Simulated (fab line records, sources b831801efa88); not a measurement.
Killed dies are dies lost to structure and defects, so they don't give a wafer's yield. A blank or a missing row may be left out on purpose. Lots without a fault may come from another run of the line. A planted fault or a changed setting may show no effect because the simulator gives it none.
Which tool did it? | flow sky130 | 11 lots, 33 wafers sampled, at 4 steps of a route of 708

WHAT THE GAUGES READ, wafer by wafer
SKY_CAP2M_RS_MEAS_03: measures by four-point-probe.
lot  | measured     | on            | CAP2M_TIN_RS (ohm/sq)
L840 | day 40 13:39 | film_metro-02 | 7.08 6.94 7.08
L842 | day 41 07:44 | film_metro-04 | 6.98 6.86 7.12
L846 | day 43 01:03 | film_metro-03 | 6.81 6.76 6.82
L847 | day 43 02:02 | film_metro-02 | 6.68 6.73 6.76
L848 | day 43 03:32 | film_metro-03 | 6.94 6.98 6.86
L849 | day 43 08:30 | film_metro-04 | 7.04 6.94 6.91
L852 | day 44 07:26 | film_metro-02 | 6.96 6.96 6.82
L858 | day 45 15:57 | film_metro-02 | 7.09 7.05 7.10
L859 | day 46 01:12 | film_metro-02 | 6.83 6.89 6.85
L860 | day 46 02:38 | film_metro-02 | 6.98 6.91 6.97
L861 | day 46 05:02 | film_metro-02 | 6.90 6.89 6.80

SKY_METAL4_OVL_MEAS_14.
lot  | measured     | on         | METAL4_OVL (nm)
L840 | day 42 14:52 | overlay-01 | -4 0 -4
L842 | day 43 08:37 | overlay-01 | 15 8 8
L846 | day 44 22:38 | overlay-02 | -2 1 -2
L847 | day 44 23:56 | overlay-01 | -2 -3 -1
L848 | day 45 01:45 | overlay-01 | 4 -5 0
L849 | day 45 05:37 | overlay-02 | 1 -4 -6
L852 | day 46 03:34 | overlay-02 | 4 11 13
L858 | day 47 10:28 | overlay-01 | 8 6 1
L859 | day 47 18:38 | overlay-02 | -10 -7 -5
L860 | day 47 20:08 | overlay-01 | 0 7 7
L861 | day 47 21:43 | overlay-02 | -6 -5 -4

WHICH TOOL RAN EACH LOT (tool, then ch and the chambers of the sampled wafers, then the start)
lot  | SKY_METAL4_SPUTTER_00        | SKY_METAL4_SPUTTER_04
L840 | pvd_sputter-01, day 40 13:19 | pvd_sputter-01, day 40 13:25
L842 | pvd_sputter-04, day 41 07:20 | pvd_sputter-04, day 41 07:26
L846 | pvd_sputter-02, day 43 00:42 | pvd_sputter-02, day 43 00:49
L847 | pvd_sputter-02, day 43 01:41 | pvd_sputter-02, day 43 01:47
L848 | pvd_sputter-01, day 43 03:11 | pvd_sputter-01, day 43 03:17
L849 | pvd_sputter-01, day 43 08:09 | pvd_sputter-01, day 43 08:16
L852 | pvd_sputter-04, day 44 07:06 | pvd_sputter-04, day 44 07:12
L858 | pvd_sputter-04, day 45 15:34 | pvd_sputter-04, day 45 15:40
L859 | pvd_sputter-04, day 46 00:50 | pvd_sputter-04, day 46 00:56
L860 | pvd_sputter-01, day 46 02:15 | pvd_sputter-01, day 46 02:22
L861 | pvd_sputter-02, day 46 04:41 | pvd_sputter-02, day 46 04:47
- SKY_METAL4_SPUTTER_00: material Ti, target thk 15 nm, time 10 s.
- SKY_METAL4_SPUTTER_04: material TiN, target thk 70 nm, time 58.3 s.

WHAT THE TOOLS THEMSELVES READ (means of the sampled wafers that have a number; where no wafer has one, the mark that the record gives instead)
SKY_METAL4_SPUTTER_00.
lot  | tool           | throttle_valve_pct (%)
L840 | pvd_sputter-01 | 29.2
L842 | pvd_sputter-04 | 29.3
L846 | pvd_sputter-02 | 29.7
L847 | pvd_sputter-02 | 30.0
L848 | pvd_sputter-01 | 30.0
L849 | pvd_sputter-01 | 29.9
L852 | pvd_sputter-04 | 29.5
L858 | pvd_sputter-04 | 29.2
L859 | pvd_sputter-04 | 29.1
L860 | pvd_sputter-01 | 29.8
L861 | pvd_sputter-02 | 30.0

SKY_METAL4_SPUTTER_04.
lot  | tool           | throttle_valve_pct (%)
L840 | pvd_sputter-01 | 29.2
L842 | pvd_sputter-04 | 29.3
L846 | pvd_sputter-02 | 29.8
L847 | pvd_sputter-02 | 30.0
L848 | pvd_sputter-01 | 29.9
L849 | pvd_sputter-01 | 29.9
L852 | pvd_sputter-04 | 29.4
L858 | pvd_sputter-04 | 29.2
L859 | pvd_sputter-04 | 29.1
L860 | pvd_sputter-01 | 29.9
L861 | pvd_sputter-02 | 30.2

THE ANSWER, worked out from the rows above alone
Rule: what is usual is taken from the lots themselves. Put in order of their means at a reading, lots are off if they are a third of the lots or fewer, leave a main group of 4 or more, and stand apart from it by a gap of 3 or more times the standard deviation of the main group's means; of several such gaps the widest counts. A main group whose means are all the same, to the digits that the tables above print for the reading, isn't used. A lot without any number at a reading at which 4 lots or more have one is off too. The other lots that the step has rows for count as sound. The gauges are gone through in route order, then the tools' own readings, and for those a lot's mean is taken as printed above. The first step at which some lot is off is used, and at that step the reading that is off furthest; a lot without a number counts as furthest.
No lot is off at any reading shown: from this, nothing can be told.

WHAT THE SIMULATOR HAD PUT IN
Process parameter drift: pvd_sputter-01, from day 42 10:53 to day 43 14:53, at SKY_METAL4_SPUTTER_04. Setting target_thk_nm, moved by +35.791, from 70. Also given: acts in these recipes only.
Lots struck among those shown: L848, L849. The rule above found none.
